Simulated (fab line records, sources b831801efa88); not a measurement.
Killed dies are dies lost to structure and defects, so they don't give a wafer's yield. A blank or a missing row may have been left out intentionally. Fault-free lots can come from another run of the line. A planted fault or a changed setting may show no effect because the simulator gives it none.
fab line records ; flow sky130
record lots=12; wafers=36; last-day=50
route steps=708 shown POLY_GATE@232 LDD_HVP@286 POLY_CUT@315 SD_N@349
lots with no fault: from the same line, run without faults
start-h: the number of hours between the record's first day and the start of the first shown wafer of the lot ; wait-h: time in hours since the lot's previous step ; " repeats the value in the row above ; L1.1+2: a row that stands for several wafers ; - no value, or no start was given ; * or withheld: withheld ; < > ~ a bound
route shown NAME@n: NAME is a module with steps in the file, n the number in the route of the first one ; usual: average and standard deviation across the fault-free wafers ; same: alike in all rows ; chamber/n: place in a boat ; sites: readings site by site ; _std_site: how widely they spread, as a standard deviation ; _edge_site: outer sites' mean less inner sites' ; radius-mm: how far each site lies from the wafer's centre ; mask NAME#n: copy n ; behind: tool/chamber where the wafer was last shaped ; hold: why the lot went on hold/how many hours it stayed there/how the hold came to an end ; device: whichever transistor did not switch (one of n, p or np) ; end of line: the tests these same wafers got at the end of their route ; step lacking rows: just its recipe ; killed: dies lost to structure and defects at the first sort, not the wafer's yield ; map: a wafer's dies, marking killed ones x, the rest . and places with no die _
set.NAME: setting as actually run; set.NAME@STEP: the setting as run at that earlier step ; model.NAME: the simulator's own value behind a step, which no gauge read
the route's steps for a sample of lots (tables are steps, rows are wafers)
services: a tool's chamber out of use, with start hour (start-h, from the record's first day; less than 0 if before it), hours out, and reason
## steps
# step SKY_POLY_GATE_STRIP_18
# recipe chemistry=O2/N2; power-w=1400; pressure-mtorr=1500; platen-temp-c=withheld; o2-flow-sccm=3000; n2-flow-sccm=300; overash-fraction=0.5
# usual drypump-motor-current-A=5.6/0.36; o2-flow-sccm=3001/9.4; oes-product-au=0.360/0.005; strip-time-to-endpoint-s=3.15/0.031
lot.wafer;tool;chamber;start-h;wait-h;drypump-motor-current-A;o2-flow-sccm;oes-product-au;rf-hours-counter-h;strip-time-to-endpoint-s
L738.1;plasma-asher-01;0;369.47;0.0;5.2;2991;0.359;53;3.17
L738.5;plasma-asher-01;0;369.47;0.0;5.2;3002;0.372;-;3.19
L738.6;plasma-asher-01;1;369.47;0.0;5.8;3002;0.358;-;3.16
L740.1;plasma-asher-04;1;385.36;0.0;5.8;2999;0.358;26;3.09
L740.2;plasma-asher-04;0;385.36;0.0;5.5;3021;0.356;26;3.09
L740.4;plasma-asher-04;1;385.36;0.0;5.8;2995;0.357;-;3.12
L741.1;plasma-asher-04;1;394.75;0.0;5.8;2988;0.358;27;3.17
L741.4;plasma-asher-04;0;394.75;0.0;5.6;3002;0.366;-;3.19
L741.6;plasma-asher-04;0;394.75;0.0;5.6;2987;0.362;-;3.20
L743.2;plasma-asher-02;1;410.32;0.0;4.9;3007;0.363;71;3.17
L743.3;plasma-asher-02;1;410.32;0.0;4.9;3006;0.361;-;3.22
L743.5;plasma-asher-02;0;410.32;0.0;6.4;2999;0.357;-;3.18
L745.4;plasma-asher-04;1;431.84;0.1;5.8;3016;0.352;-;3.17
L745.5;plasma-asher-04;1;431.84;0.1;5.8;3004;0.365;-;3.15
L745.6;plasma-asher-04;0;431.84;0.1;5.6;3003;0.351;-;3.17
L746.1;plasma-asher-01;1;447.63;0.0;5.8;2982;0.352;61;3.12
L746.4;plasma-asher-01;1;447.63;0.0;5.9;3001;0.362;-;3.14
L746.5;plasma-asher-01;1;447.63;0.0;5.8;2988;0.362;-;3.15
L749.2;plasma-asher-01;1;463.16;0.0;5.8;2991;0.357;62;3.15
L749.4;plasma-asher-01;0;463.16;0.0;5.2;2994;0.359;-;3.19
L749.5;plasma-asher-01;1;463.16;0.0;5.8;3012;0.358;-;3.17
L748.2;plasma-asher-04;0;463.28;0.0;5.6;2997;0.358;34;3.13
L748.4;plasma-asher-04;1;463.28;0.0;5.8;2991;0.357;-;3.12
L748.5;plasma-asher-04;1;463.28;0.0;5.8;3011;0.357;-;3.14
L750.2;plasma-asher-04;1;475.21;0.0;5.8;3010;0.359;35;3.10
L750.3;plasma-asher-04;1;475.21;0.0;5.8;2995;0.365;-;3.15
L750.5;plasma-asher-04;0;475.21;0.0;5.6;2998;0.363;-;3.18
L758.4;plasma-asher-04;0;549.50;0.1;5.6;2991;0.356;-;3.18
L758.5;plasma-asher-04;0;549.50;0.1;5.6;2984;0.361;-;3.18
L758.6;plasma-asher-04;1;549.50;0.1;5.8;3009;0.355;-;3.17
L759.3;plasma-asher-01;1;550.94;0.1;5.8;2994;0.367;-;3.11
L759.5;plasma-asher-01;1;550.94;0.1;5.8;2994;0.372;-;3.13
L759.6;plasma-asher-01;0;550.94;0.1;5.2;3000;0.364;-;3.12
L761.1;plasma-asher-04;0;564.74;0.0;5.5;2982;0.361;42;3.15
L761.2;plasma-asher-04;1;564.74;0.0;5.9;3001;0.366;42;3.14
L761.6;plasma-asher-04;1;564.74;0.0;5.8;2981;0.354;-;3.16
# step SKY_LDD_HVP_IMPLANT_08
# recipe species=B; energy-kev=20; dose-cm2=1.7e+13; tilt-deg=17.9
# usual dose-ions-cm2=1.7003e+13/2e+10; faraday-current-uA=96.1/1.8
lot.wafer;tool;chamber;start-h;wait-h;dose-ions-cm2;faraday-current-uA
L738.1;implanter-03;0;491.96;0.0;1.6964e+13;95.8
L738.5;implanter-03;0;491.96;0.0;1.6977e+13;99.1
L738.6;implanter-03;0;491.96;0.0;1.6957e+13;96.7
L740.1;implanter-04;0;510.59;0.0;1.7033e+13;97.7
L740.2;implanter-04;0;510.59;0.0;1.699e+13;93.1
L740.4;implanter-04;0;510.59;0.0;1.7018e+13;95.8
L741.1;implanter-02;0;519.99;0.0;1.7027e+13;92.6
L741.4;implanter-02;0;519.99;0.0;1.7017e+13;95.4
L741.6;implanter-02;0;519.99;0.0;1.7002e+13;93.7
L743.2;implanter-04;0;536.39;0.0;1.7013e+13;97.5
L743.3;implanter-04;0;536.39;0.0;1.7005e+13;98.6
L743.5;implanter-04;0;536.39;0.0;1.7024e+13;97.3
L745.4;implanter-04;0;555.81;0.1;1.6968e+13;99.0
L745.5;implanter-04;0;555.81;0.1;1.7029e+13;95.5
L745.6;implanter-04;0;555.81;0.1;1.7039e+13;93.3
L746.1;implanter-02;0;574.14;0.0;1.7011e+13;97.1
L746.4;implanter-02;0;574.14;0.0;1.7017e+13;97.9
L746.5;implanter-02;0;574.14;0.0;1.7034e+13;96.6
L749.2;implanter-03;0;586.72;0.0;1.7009e+13;91.3
L749.4;implanter-03;0;586.72;0.0;1.7012e+13;95.3
L749.5;implanter-03;0;586.72;0.0;1.7003e+13;97.5
L748.2;implanter-04;0;586.76;0.0;2.0389e+13;114.1
L748.4;implanter-04;0;586.76;0.0;2.0416e+13;113.1
L748.5;implanter-04;0;586.76;0.0;2.039e+13;112.8
L750.2;implanter-04;0;598.81;0.0;2.0404e+13;115.4
L750.3;implanter-04;0;598.81;0.0;2.042e+13;116.5
L750.5;implanter-04;0;598.81;0.0;2.0367e+13;115.4
L758.4;implanter-04;0;669.12;0.1;1.6993e+13;96.1
L758.5;implanter-04;0;669.12;0.1;1.7003e+13;94.9
L758.6;implanter-04;0;669.12;0.1;1.7002e+13;96.6
L759.3;implanter-04;0;669.70;0.1;1.7001e+13;97.6
L759.5;implanter-04;0;669.70;0.1;1.6961e+13;94.6
L759.6;implanter-04;0;669.70;0.1;1.7004e+13;93.9
L761.1;implanter-04;0;681.91;0.0;1.699e+13;97.9
L761.2;implanter-04;0;681.91;0.0;1.7001e+13;93.6
L761.6;implanter-04;0;681.91;0.0;1.7015e+13;94.8
# step SKY_LDD_HVP_TW_MEAS_10
# usual LDD_HVP_TW=456.9/2.8
lot.wafer;tool;chamber;start-h;wait-h;LDD_HVP_TW
L738.1;film-metro-02;-;492.21;0.1;457.8
L738.5;film-metro-02;-;492.21;0.1;461.3
L738.6;film-metro-02;-;492.21;0.1;458.7
L740.1;film-metro-02;-;510.84;0.1;457.2
L740.2;film-metro-02;-;510.84;0.1;455.8
L740.4;film-metro-02;-;510.84;0.1;458.0
L741.1;film-metro-04;-;520.24;0.1;456.2
L741.4;film-metro-04;-;520.24;0.1;455.6
L741.6;film-metro-04;-;520.24;0.1;458.4
L743.2;film-metro-02;-;536.62;0.1;458.9
L743.3;film-metro-02;-;536.62;0.1;458.2
L743.5;film-metro-02;-;536.62;0.1;458.3
L745.4;film-metro-02;-;556.02;0.1;457.2
L745.5;film-metro-02;-;556.02;0.1;458.0
L745.6;film-metro-02;-;556.02;0.1;457.5
L746.1;film-metro-01;-;574.39;0.1;454.2
L746.4;film-metro-01;-;574.39;0.1;454.8
L746.5;film-metro-01;-;574.39;0.1;453.0
L749.2;film-metro-04;-;586.96;0.1;455.5
L749.4;film-metro-04;-;586.96;0.1;454.1
L749.5;film-metro-04;-;586.96;0.1;455.9
L748.2;film-metro-02;-;587.00;0.1;484.7
L748.4;film-metro-02;-;587.00;0.1;482.4
L748.5;film-metro-02;-;587.00;0.1;486.2
L750.2;film-metro-01;-;599.05;0.1;480.6
L750.3;film-metro-01;-;599.05;0.1;482.1
L750.5;film-metro-01;-;599.05;0.1;482.3
L758.4;film-metro-02;-;669.33;0.1;461.2
L758.5;film-metro-02;-;669.33;0.1;463.2
L758.6;film-metro-02;-;669.33;0.1;464.6
L759.3;film-metro-04;-;669.92;0.1;454.0
L759.5;film-metro-04;-;669.92;0.1;455.5
L759.6;film-metro-04;-;669.92;0.1;456.2
L761.1;film-metro-02;-;682.16;0.1;458.9
L761.2;film-metro-02;-;682.16;0.1;458.1
L761.6;film-metro-02;-;682.16;0.1;460.7
# step SKY_POLY_CUT_CD_MEAS_08
# recipe target-cd-nm=270
# usual cd-nm=270.1/1.6
lot.wafer;tool;chamber;start-h;wait-h;cd-nm
L738.1;cd-sem-02;-;554.44;-;273.8
L738.5;cd-sem-02;-;554.44;-;271.5
L738.6;cd-sem-02;-;554.44;-;269.9
L740.1;cd-sem-02;-;572.34;-;271.3
L740.2;cd-sem-02;-;572.34;-;271.0
L740.4;cd-sem-02;-;572.34;-;271.0
L741.1;cd-sem-02;-;582.70;-;269.5
L741.4;cd-sem-02;-;582.70;-;270.9
L741.6;cd-sem-02;-;582.70;-;269.6
L743.2;cd-sem-01;-;597.25;-;270.2
L743.3;cd-sem-01;-;597.25;-;270.4
L743.5;cd-sem-01;-;597.25;-;269.9
L745.4;cd-sem-02;-;617.36;-;270.0
L745.5;cd-sem-02;-;617.36;-;271.2
L745.6;cd-sem-02;-;617.36;-;274.1
L746.1;cd-sem-02;-;634.40;-;269.6
L746.4;cd-sem-02;-;634.40;-;269.9
L746.5;cd-sem-02;-;634.40;-;267.7
L749.2;cd-sem-02;-;645.76;-;269.4
L749.4;cd-sem-02;-;645.76;-;269.0
L749.5;cd-sem-02;-;645.76;-;268.4
L748.2;cd-sem-02;-;648.87;-;270.0
L748.4;cd-sem-02;-;648.87;-;269.5
L748.5;cd-sem-02;-;648.87;-;271.0
L750.2;cd-sem-02;-;657.02;-;266.0
L750.3;cd-sem-02;-;657.02;-;266.3
L750.5;cd-sem-02;-;657.02;-;267.5
L758.4;cd-sem-02;-;728.15;-;270.3
L758.5;cd-sem-02;-;728.15;-;270.1
L758.6;cd-sem-02;-;728.15;-;271.4
L759.3;cd-sem-02;-;728.48;-;271.3
L759.5;cd-sem-02;-;728.48;-;270.7
L759.6;cd-sem-02;-;728.48;-;271.3
L761.1;cd-sem-02;-;737.85;-;270.1
L761.2;cd-sem-02;-;737.85;-;270.8
L761.6;cd-sem-02;-;737.85;-;270.2
# step SKY_SD_N_CD_MEAS_07
# recipe target-cd-nm=380
# usual cd-nm=380.2/1.9
lot.wafer;tool;chamber;start-h;wait-h;cd-nm
L738.1;cd-sem-01;-;641.49;0.1;380.9
L738.5;cd-sem-01;-;641.49;0.1;383.2
L738.6;cd-sem-01;-;641.49;0.1;383.8
L740.1;cd-sem-02;-;659.24;0.1;380.1
L740.2;cd-sem-02;-;659.24;0.1;379.7
L740.4;cd-sem-02;-;659.24;0.1;380.3
L741.1;cd-sem-02;-;669.85;0.2;380.7
L741.4;cd-sem-02;-;669.85;0.2;382.1
L741.6;cd-sem-02;-;669.85;0.2;380.6
L743.2;cd-sem-02;-;682.46;0.1;380.3
L743.3;cd-sem-02;-;682.46;0.1;379.9
L743.5;cd-sem-02;-;682.46;0.1;379.8
L745.4;cd-sem-02;-;702.35;0.1;381.3
L745.5;cd-sem-02;-;702.35;0.1;383.2
L745.6;cd-sem-02;-;702.35;0.1;381.8
L746.1;cd-sem-02;-;718.24;0.1;378.8
L746.4;cd-sem-02;-;718.24;0.1;378.4
L746.5;cd-sem-02;-;718.24;0.1;379.0
L749.2;cd-sem-01;-;729.71;0.1;379.1
L749.4;cd-sem-01;-;729.71;0.1;380.0
L749.5;cd-sem-01;-;729.71;0.1;379.8
L748.2;cd-sem-01;-;733.68;0.1;378.7
L748.4;cd-sem-01;-;733.68;0.1;379.3
L748.5;cd-sem-01;-;733.68;0.1;378.8
L750.2;cd-sem-01;-;739.28;0.1;381.5
L750.3;cd-sem-01;-;739.28;0.1;380.5
L750.5;cd-sem-01;-;739.28;0.1;381.5
L758.4;cd-sem-02;-;808.20;0.1;381.8
L758.5;cd-sem-02;-;808.20;0.1;381.0
L758.6;cd-sem-02;-;808.20;0.1;377.8
L759.3;cd-sem-02;-;808.83;0.1;379.6
L759.5;cd-sem-02;-;808.83;0.1;378.1
L759.6;cd-sem-02;-;808.83;0.1;381.8
L761.1;cd-sem-01;-;817.65;0.1;379.3
L761.2;cd-sem-01;-;817.65;0.1;379.7
L761.6;cd-sem-01;-;817.65;0.1;379.4
## services
tool;chamber;start-h;hours;kind
implanter-04;-;348.18;1.7;repair
implanter-03;-;354.70;3.4;pm
implanter-02;-;358.34;21.0;pm
plasma-asher-01;-;359.54;2.6;repair
plasma-asher-01;-;366.70;0.4;repair
plasma-asher-01;-;407.28;2.8;pm
implanter-02;-;409.17;4.1;repair
implanter-03;-;437.06;1.8;pm
implanter-03;-;449.85;2.4;repair
implanter-02;-;503.53;3.3;repair
plasma-asher-04;-;509.19;14.6;pm
plasma-asher-04;-;555.10;6.4;repair
plasma-asher-04;-;555.39;1.1;repair
implanter-04;-;556.06;1.2;repair
implanter-04;-;579.88;5.6;repair
implanter-03;-;589.34;141.5;pm
plasma-asher-04;-;643.86;1.8;repair
implanter-04;-;646.51;3.5;pm
## key
first-sign step=SKY_LDD_HVP_IMPLANT_08; reading=dose-ions-cm2; direction=up; sigmas=99+; usual=*; struck=*
effect step=SKY_LDD_HVP_IMPLANT_08; reading=faraday-current-uA; direction=up; sigmas=10; usual=96.1; struck=114.5
effect step=SKY_LDD_HVP_TW_MEAS_10; reading=LDD_HVP_TW; direction=up; sigmas=9.5; usual=456.9; struck=483.0
met-at SKY_LDD_HVP_IMPLANT_08
struck-lots L748,L750
tester-left-out L748,L750
not-acting-at SKY_POLY_GATE_STRIP_18,SKY_POLY_CUT_CD_MEAS_08,SKY_SD_N_CD_MEAS_07
onset-between 555.81 586.76
fault kind=process-parameter-drift; tool=implanter-04; chamber=-; onset-h=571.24; steps=SKY_LDD_HVP_IMPLANT_08; channel=dose-cm2; offset=*; shape=step; end-h=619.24; acts-in=*; stated=*
# tester-left-out: of these lots the tester's yield and bins aren't shown, on N5 and GAA mostly nor the transistor test; their killed dies are dies lost to structure and defects alone, not to doping, threshold or leakage, so they don't give the yield
